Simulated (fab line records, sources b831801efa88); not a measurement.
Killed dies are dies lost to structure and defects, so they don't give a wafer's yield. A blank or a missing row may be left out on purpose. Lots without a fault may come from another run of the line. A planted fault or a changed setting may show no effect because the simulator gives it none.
fab line records | flow sky130
record lots=10 wafers=30 last_day=50
route steps=708 shown LDD_HVP@287 LDD_LDN@293 POLY_CUT@316 RES_XHIGH@341 PAD_OPEN@708
lots that met no fault: from a run of the same line without faults
start_h: hours from the record's first day to the start of the lot's first wafer shown | wait_h: hours since the lot's step before | " the same as in the row above | L1.1+2: a row that stands for several wafers | - no value, or no start given | * or withheld: withheld | < > ~ a bound
route shown NAME@n: a module of which the file shows steps, and the number in the route of the first | usual: mean/standard deviation of fault-free wafers | same: alike in all rows | chamber/n: place in a boat | sites: the reading at each site | _std_site: their standard deviation | _edge_site: outer sites' mean less inner sites' | radius_mm: how far each site lies from the wafer's centre | mask NAME#n: copy n | behind: the tool/chamber that last shaped the wafer | hold: why the lot was held/for how many hours/how that ended | device: the transistor (n, p or np) that didn't switch | end of line: the same wafers' tests at the end of the route | a step without rows: its recipe alone | killed: dies lost to structure and defects at the first sort, not the wafer's yield | map: a wafer's dies, x killed, . not, _ none there
set.NAME: the setting as run; set.NAME@STEP: as run at that earlier step | model.NAME: the simulator's own value behind a step, which no gauge read
steps of the route over a sample of lots; a table a step, a row a wafer
services: from which hour (start_h, from the record's first day; less than 0 if before it) a tool's chamber was out of use, for how many hours, and why
## steps
# step SKY_LDD_HVP_STRIP_09
# recipe chemistry=O2/N2 power_w=1400 pressure_mtorr=1500 platen_temp_c=withheld o2_flow_sccm=3000 n2_flow_sccm=300 overash_fraction=0.5
# usual drypump_motor_current_A=5.6/0.45 oes_product_au=0.409/0.0046 strip_time_to_endpoint_s=4.133/0.015
# columns lot.wafer tool chamber start_h wait_h drypump_motor_current_A oes_product_au rf_hours_counter_h strip_time_to_endpoint_s
L337.1 plasma_asher-04 1 493.52 0.1 5.7 0.404 80 4.126
L337.4 " 0 " " 5.1 0.407 - 4.166
L337.5 " 1 " " 5.7 0.411 - 4.155
L342.1 plasma_asher-02 1 557.75 0.1 5.5 0.400 74 4.121
L342.4 " 1 " " 5.5 0.410 - 4.128
L342.5 " 0 " " 5.7 0.405 - 4.113
L345.1 plasma_asher-04 1 568.05 0.1 5.7 0.407 88 4.155
L345.5 " 0 " " 5.1 0.398 - 4.135
L345.6 " 1 " " 5.7 0.415 - 4.125
L347.1 plasma_asher-04 1 594.20 0.1 5.7 0.409 90 4.124
L347.3 " 1 " " 5.7 0.409 - 4.133
L347.4 " 0 " " 5.1 0.400 - 4.137
L348.1 plasma_asher-03 1 599.43 0.1 5.0 0.400 17 4.132
L348.2 " 0 " " 6.5 0.410 17 4.134
L348.6 " 0 " " 6.5 0.406 - 4.149
L350.2 plasma_asher-02 0 615.98 0.1 5.7 0.402 80 4.138
L350.3 " 1 " " 5.4 0.405 - 4.128
L350.6 " 0 " " 5.7 0.411 - 4.126
L349.1 plasma_asher-03 0 616.25 0.1 6.5 0.414 19 4.122
L349.2 " 1 " " 5.0 0.405 19 4.122
L349.4 " 1 " " 5.0 0.416 - 4.139
L354.2 plasma_asher-04 1 659.85 0.1 5.7 0.408 98 4.151
L354.5 " 1 " " 5.7 0.409 - 4.151
L354.6 " 0 " " 5.1 0.402 - 4.137
L355.2 plasma_asher-02 0 662.95 0.1 5.7 0.409 85 4.141
L355.3 " 1 " " 5.5 0.409 - 4.145
L355.5 " 0 " " 5.7 0.411 - 4.126
L359.1 plasma_asher-03 0 684.10 0.1 6.5 0.413 26 4.125
L359.2 " 1 " " 5.0 0.417 26 4.121
L359.4 " 0 " " 6.5 0.411 - 4.117
# step SKY_LDD_LDN_EXPOSE_04
# recipe mask_id=LDNTM na=0.6 source_shape=conventional sigma_outer=0.6 polarization=unpolarized target_cd_nm=700 dose_mj=140
# usual exposure_dose_mJ_cm2=139.98/0.15 focus_offset_nm=0.0/0.48
# columns lot.wafer tool chamber start_h wait_h mask exposure_dose_mJ_cm2 focus_offset_nm
L337.1 iline_stepper-02 0 508.45 - LDNTM#0 139.98 0.7
L337.4 " 0 " " LDNTM#0 139.78 0.8
L337.5 " 0 " " LDNTM#0 139.83 0.3
L342.1 iline_stepper-02 0 572.59 - LDNTM#0 139.93 -0.6
L342.4 " 0 " " LDNTM#0 140.06 -0.3
L342.5 " 0 " " LDNTM#0 139.75 0.2
L345.1 iline_stepper-01 0 582.99 - LDNTM#0 139.98 0.0
L345.5 " 0 " " LDNTM#0 139.98 -0.4
L345.6 " 0 " " LDNTM#0 140.12 0.1
L347.1 iline_stepper-01 0 608.94 - LDNTM#0 140.21 0.5
L347.3 " 0 " " LDNTM#0 140.08 0.2
L347.4 " 0 " " LDNTM#0 140.09 -0.4
L348.1 iline_stepper-02 0 614.20 - LDNTM#0 139.91 0.3
L348.2 " 0 " " LDNTM#0 139.83 -1.0
L348.6 " 0 " " LDNTM#0 139.97 -0.6
L350.2 iline_stepper-01 0 630.35 - LDNTM#0 140.16 0.2
L350.3 " 0 " " LDNTM#0 140.26 0.0
L350.6 " 0 " " LDNTM#0 140.20 0.0
L349.1 iline_stepper-02 0 630.58 - URPM#0 139.77 -0.6
L349.2 " 0 " " URPM#0 139.96 0.0
L349.4 " 0 " " URPM#0 140.06 -0.2
L354.2 iline_stepper-02 0 675.24 - LDNTM#0 139.74 0.9
L354.5 " 0 " " LDNTM#0 139.76 0.0
L354.6 " 0 " " LDNTM#0 139.79 0.0
L355.2 iline_stepper-02 0 677.38 - LDNTM#0 140.10 -0.7
L355.3 " 0 " " LDNTM#0 139.80 -0.6
L355.5 " 0 " " LDNTM#0 139.83 -0.4
L359.1 iline_stepper-02 0 698.42 - LDNTM#0 140.10 0.6
L359.2 " 0 " " LDNTM#0 139.74 0.3
L359.4 " 0 " " LDNTM#0 139.74 0.2
# step SKY_LDD_LDN_OVL_MEAS_07
# usual LDD_LDN_OVL=0.4/1.5
# columns lot.wafer tool chamber start_h wait_h LDD_LDN_OVL[nm]
L337.1 overlay-02 - 523.21 0.1 0.7
L337.4 " - " " -0.1
L337.5 " - " " 1.4
L342.1 overlay-02 - 586.24 0.1 -2.1
L342.4 " - " " -0.6
L342.5 " - " " 0.8
L345.1 overlay-02 - 596.84 0.1 -2.1
L345.5 " - " " -1.3
L345.6 " - " " -0.3
L347.1 overlay-02 - 622.81 0.1 0.1
L347.3 " - " " 0.2
L347.4 " - " " 0.6
L348.1 overlay-01 - 628.10 0.1 0.7
L348.2 " - " " 2.2
L348.6 " - " " 1.4
L350.2 overlay-02 - 644.77 0.1 -0.4
L350.3 " - " " -1.2
L350.6 " - " " 1.3
L349.1 overlay-02 - 645.00 0.1 -
L349.2 " - " " -
L349.4 " - " " -
L354.2 overlay-02 - 688.09 0.1 0.8
L354.5 " - " " -0.2
L354.6 " - " " 2.2
L355.2 overlay-02 - 690.50 0.1 2.0
L355.3 " - " " -0.5
L355.5 " - " " 1.3
L359.1 overlay-01 - 711.84 0.1 0.3
L359.2 " - " " 2.3
L359.4 " - " " 4.3
# step SKY_LDD_LDN_TW_MEAS_13
# usual LDD_LDN_TW=1488/18
# columns lot.wafer tool chamber start_h wait_h LDD_LDN_TW
L337.1 film_metro-03 - 523.95 0.1 1490
L337.4 " - " " 1479
L337.5 " - " " 1489
L342.1 film_metro-01 - 586.98 0.1 1507
L342.4 " - " " 1517
L342.5 " - " " 1508
L345.1 film_metro-02 - 597.57 0.1 1471
L345.5 " - " " 1472
L345.6 " - " " 1474
L347.1 film_metro-02 - 623.55 0.1 1482
L347.3 " - " " 1482
L347.4 " - " " 1476
L348.1 film_metro-02 - 628.83 0.1 1475
L348.2 " - " " 1471
L348.6 " - " " 1475
L350.2 film_metro-03 - 645.51 0.1 1495
L350.3 " - " " 1493
L350.6 " - " " 1495
L349.1 film_metro-03 - 645.73 0.1 30
L349.2 " - " " 30
L349.4 " - " " 30
L354.2 film_metro-02 - 688.83 0.1 1475
L354.5 " - " " 1463
L354.6 " - " " 1478
L355.2 film_metro-01 - 691.24 0.1 1531
L355.3 " - " " 1531
L355.5 " - " " 1527
L359.1 film_metro-03 - 712.57 0.1 1487
L359.2 " - " " 1491
L359.4 " - " " 1487
# step SKY_POLY_CUT_OVL_MEAS_09
# usual POLY_CUT_OVL=0/5.1
# columns lot.wafer tool chamber start_h wait_h POLY_CUT_OVL[nm]
L337.1 overlay-02 - 556.82 0.1 -5
L337.4 " - " " -15
L337.5 " - " " -2
L342.1 overlay-01 - 617.85 0.1 -2
L342.4 " - " " -2
L342.5 " - " " -3
L345.1 overlay-01 - 628.65 0.1 10
L345.5 " - " " 7
L345.6 " - " " 5
L347.1 overlay-01 - 654.26 0.1 -7
L347.3 " - " " 4
L347.4 " - " " 7
L348.1 overlay-01 - 658.96 0.1 -12
L348.2 " - " " -7
L348.6 " - " " -2
L349.1 overlay-02 - 677.22 0.1 -1
L349.2 " - " " -1
L349.4 " - " " 1
L350.2 overlay-02 - 677.57 0.1 7
L350.3 " - " " 1
L350.6 " - " " 6
L354.2 overlay-02 - 718.21 0.1 10
L354.5 " - " " 5
L354.6 " - " " 5
L355.2 overlay-01 - 721.21 0.1 13
L355.3 " - " " 9
L355.5 " - " " 1
L359.1 overlay-02 - 742.00 0.1 -3
L359.2 " - " " -3
L359.4 " - " " -2
# step SKY_POLY_CUT_ETCH_10
# recipe chemistry=N2/H2 target=BARC ion_energy_ev=200 source_w=500 bias_w=100 pressure_mtorr=30 n2_flow_sccm=100 h2_flow_sccm=200 stop_on=SiO2 time_s=45.9 target_depth_a=600
# usual drypump_motor_current_A=5.75/0.3 oes_product_au=0.854/0.0045 throttle_valve_pct=13.226/0.0088
# columns lot.wafer tool chamber start_h wait_h drypump_motor_current_A oes_product_au rf_hours_counter_h throttle_valve_pct
L337.1 rie_diel-02 2 556.85 0.0 6.15 0.855 6 13.231
L337.4 " 2 " " 6.13 0.853 - 13.229
L337.5 " 1 " " 5.69 0.848 - 13.225
L342.1 rie_diel-04 3 617.89 0.0 5.61 0.856 3 13.221
L342.4 " 2 " " 5.42 0.854 14 13.227
L342.5 " 3 " " 5.63 0.850 - 13.236
L345.1 rie_diel-03 1 628.69 0.0 5.54 0.857 3 13.226
L345.5 " 2 " " 5.35 0.853 - 13.227
L345.6 " 3 " " 5.75 0.861 - 13.230
L347.1 rie_diel-03 0 654.29 0.0 6.00 0.860 6 13.223
L347.3 " 3 " " 5.76 0.859 3 13.232
L347.4 " 1 " " 5.55 0.853 3 13.219
L348.1 rie_diel-03 1 658.99 0.0 5.56 0.855 3 13.217
L348.2 " 0 " " 5.98 0.857 6 13.226
L348.6 " 1 " " 5.56 0.856 - 13.227
L349.1 rie_diel-03 2 677.25 0.0 5.35 0.850 17 13.234
L349.2 " 3 " " 5.76 0.862 4 13.223
L349.4 " 1 " " 5.57 0.852 4 13.222
L350.2 rie_diel-04 2 677.60 0.0 5.38 0.841 15 13.225
L350.3 " 1 " " 6.20 0.851 0 13.221
L350.6 " 0 " " 6.14 0.855 - 13.225
L354.2 rie_diel-04 1 718.24 0.0 6.17 0.853 1 13.242
L354.5 " 2 " " 5.38 0.857 - 13.211
L354.6 " 3 " " 5.63 0.861 - 13.236
L355.2 rie_diel-04 0 721.24 0.0 6.14 0.861 35 13.221
L355.3 " 1 " " 6.17 0.856 1 13.217
L355.5 " 3 " " 5.63 0.854 - 13.224
L359.1 rie_diel-03 3 742.04 0.0 5.76 0.855 5 13.217
L359.2 " 0 " " 5.99 0.851 9 13.237
L359.4 " 1 " " 5.57 0.852 5 13.225
# step SKY_RES_XHIGH_TW_MEAS_09
# usual RES_XHIGH_TW=1656/33
# columns lot.wafer tool chamber start_h wait_h RES_XHIGH_TW
L337.1 film_metro-02 - 616.01 0.1 1637
L337.4 " - " " 1630
L337.5 " - " " 1635
L342.1 film_metro-01 - 676.66 0.1 1693
L342.4 " - " " 1698
L342.5 " - " " 1699
L345.1 film_metro-04 - 686.90 0.1 1622
L345.5 " - " " 1631
L345.6 " - " " 1623
L347.1 film_metro-01 - 711.65 0.1 1674
L347.3 " - " " 1692
L347.4 " - " " 1683
L348.1 film_metro-04 - 715.88 0.1 1617
L348.2 " - " " 1629
L348.6 " - " " 1627
L349.1 film_metro-01 - 732.78 0.1 1963
L349.2 " - " " 1968
L349.4 " - " " 1961
L350.2 film_metro-01 - 734.39 0.1 1684
L350.3 " - " " 1687
L350.6 " - " " 1681
L354.2 film_metro-04 - 772.47 0.1 1603
L354.5 " - " " 1609
L354.6 " - " " 1608
L355.2 film_metro-04 - 776.14 0.1 1609
L355.3 " - " " 1611
L355.5 " - " " 1619
L359.1 film_metro-01 - 797.08 0.1 1670
L359.2 " - " " 1673
L359.4 " - " " 1684
# step SKY_PAD_OPEN_PROBE_99
# usual killed_at_M0_to_M3=44/6.9 killed_at_M4_up=3.3/1.8 killed_at_contacts=24/5 killed_at_front_end=16/4.6 killed_at_other=0.2/0.42 killed_dies=88/9.2 killed_on_rim=17/3.5 killed_open=48/7.3 killed_short=40/6.5
# same gross_dies=492 killed_at_back_side=0
# columns lot.wafer tool chamber start_h wait_h killed_at_M0_to_M3 killed_at_M4_up killed_at_contacts killed_at_front_end killed_at_other killed_dies killed_on_rim killed_open killed_short
L342.1 prober-01 - 1120.61 0.1 51 2 30 10 0 93 18 54 39
L342.4 prober-01 - 1120.76 0.2 42 3 24 7 0 76 18 43 33
L342.5 prober-01 - 1120.81 0.2 32 3 23 12 1 71 18 38 33
L349.1 prober-02 - 1157.27 0.1 43 1 25 423 0 492 96 50 34
L349.2 prober-02 - 1157.32 0.1 37 3 29 423 0 492 96 40 41
L349.4 prober-02 - 1157.42 0.2 47 4 34 407 0 492 96 49 49
# killed by level:class
L342.1 VIA1:geometric_particle:open=13 CONTACT:geometric_particle:open=12 VIA2:geometric_particle:open=11 LI_CONTACT:geometric_particle:open=7 METAL2:geometric_particle:short=7 VIA3:geometric_particle:open=6 FIELD_ISO:geometric_particle:short=4 CONTACT:geometric_particle:short=4
L342.4 VIA1:geometric_particle:open=13 CONTACT:geometric_particle:open=9 LI_CONTACT:geometric_particle:open=5 VIA3:geometric_particle:open=5 VIA2:geometric_particle:open=5 VIA2:geometric_particle:short=5 METAL1:geometric_particle:short=4 LOCAL_INTERCONNECT:geometric_particle:short=4
L342.5 LI_CONTACT:geometric_particle:open=8 VIA2:geometric_particle:open=8 VIA1:geometric_particle:open=7 LI_CONTACT:geometric_particle:short=5 CONTACT:geometric_particle:open=5 FIELD_ISO:geometric_particle:open=4 LOCAL_INTERCONNECT:geometric_particle:short=4 METAL2:geometric_particle:short=4
L349.1 LDD_LDN:area_expose=408 CONTACT:geometric_particle:open=11 VIA2:geometric_particle:open=7 LI_CONTACT:geometric_particle:open=6 POLY_GATE:geometric_particle:open=5 VIA1:geometric_particle:short=5 VIA1:geometric_particle:open=5 METAL2:geometric_particle:short=5
L349.2 LDD_LDN:area_expose=411 VIA1:geometric_particle:open=10 LOCAL_INTERCONNECT:geometric_particle:short=9 CONTACT:geometric_particle:short=7 CONTACT:geometric_particle:open=7 METAL1:geometric_particle:short=6 VIA3:geometric_particle:open=6 POLY_GATE:geometric_particle:short=4
L349.4 LDD_LDN:area_expose=394 VIA1:geometric_particle:open=14 LI_CONTACT:geometric_particle:open=9 CONTACT:geometric_particle:short=9 VIA3:geometric_particle:open=8 CONTACT:geometric_particle:open=8 METAL1:geometric_particle:short=5 LOCAL_INTERCONNECT:geometric_particle:short=5
## services
# columns tool chamber start_h hours kind
rie_diel-04 - 471.07 0.4 repair
iline_stepper-02 - 474.95 1.7 pm
iline_stepper-01 - 487.74 14.0 repair
rie_diel-04 0 489.49 3.5 repair
plasma_asher-03 - 491.41 2.8 pm
rie_diel-02 0 491.56 4.9 repair
rie_diel-03 2 500.78 1.4 repair
iline_stepper-01 - 507.80 9.6 repair
plasma_asher-02 - 513.27 4.5 repair
rie_diel-04 3 523.85 31.5 repair
rie_diel-02 3 540.97 85.0 repair
rie_diel-04 0 541.37 19.7 repair
iline_stepper-01 - 550.71 1.5 repair
rie_diel-04 - 570.58 0.9 repair
rie_diel-02 - 575.27 14.6 pm
iline_stepper-01 - 577.63 1.7 pm
plasma_asher-04 - 577.74 1.3 repair
plasma_asher-04 - 606.64 2.8 pm
rie_diel-02 1 611.98 6.3 repair
rie_diel-04 3 640.94 5.3 repair
rie_diel-04 2 686.13 2.0 repair
iline_stepper-02 - 693.13 1.7 pm
iline_stepper-01 - 718.54 11.3 repair
plasma_asher-04 - 733.75 9.0 pm
## key
first_sign step=SKY_LDD_LDN_EXPOSE_04 reading=mask direction=changed
effect step=SKY_LDD_LDN_OVL_MEAS_07 reading=LDD_LDN_OVL direction=missing
effect step=SKY_LDD_LDN_TW_MEAS_13 reading=LDD_LDN_TW direction=down sigmas=81 usual=1488 struck=30
effect step=SKY_RES_XHIGH_TW_MEAS_09 reading=RES_XHIGH_TW direction=up sigmas=9.5 usual=1656 struck=1964
effect step=SKY_PAD_OPEN_PROBE_99 reading=killed_at_front_end direction=up sigmas=87 usual=16 struck=418
more_kills_born_at SKY_LDD_LDN_EXPOSE_04@iline_stepper-02=1213
met_at SKY_LDD_LDN_EXPOSE_04
struck_lots L349
tester_left_out L349
not_acting_at SKY_LDD_HVP_STRIP_09,SKY_POLY_CUT_OVL_MEAS_09,SKY_POLY_CUT_ETCH_10
onset_between 614.20 630.58
fault kind=wrong_mask tool=any chamber=- onset_h=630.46 steps=SKY_LDD_LDN_EXPOSE_04 aux_copy=URPM#0 scope=struck_lots_only
# tester_left_out: of these lots the tester's yield and bins aren't shown, on N5 and GAA mostly nor the transistor test; their killed dies are dies lost to structure and defects alone, not to doping, threshold or leakage, so they don't give the yield
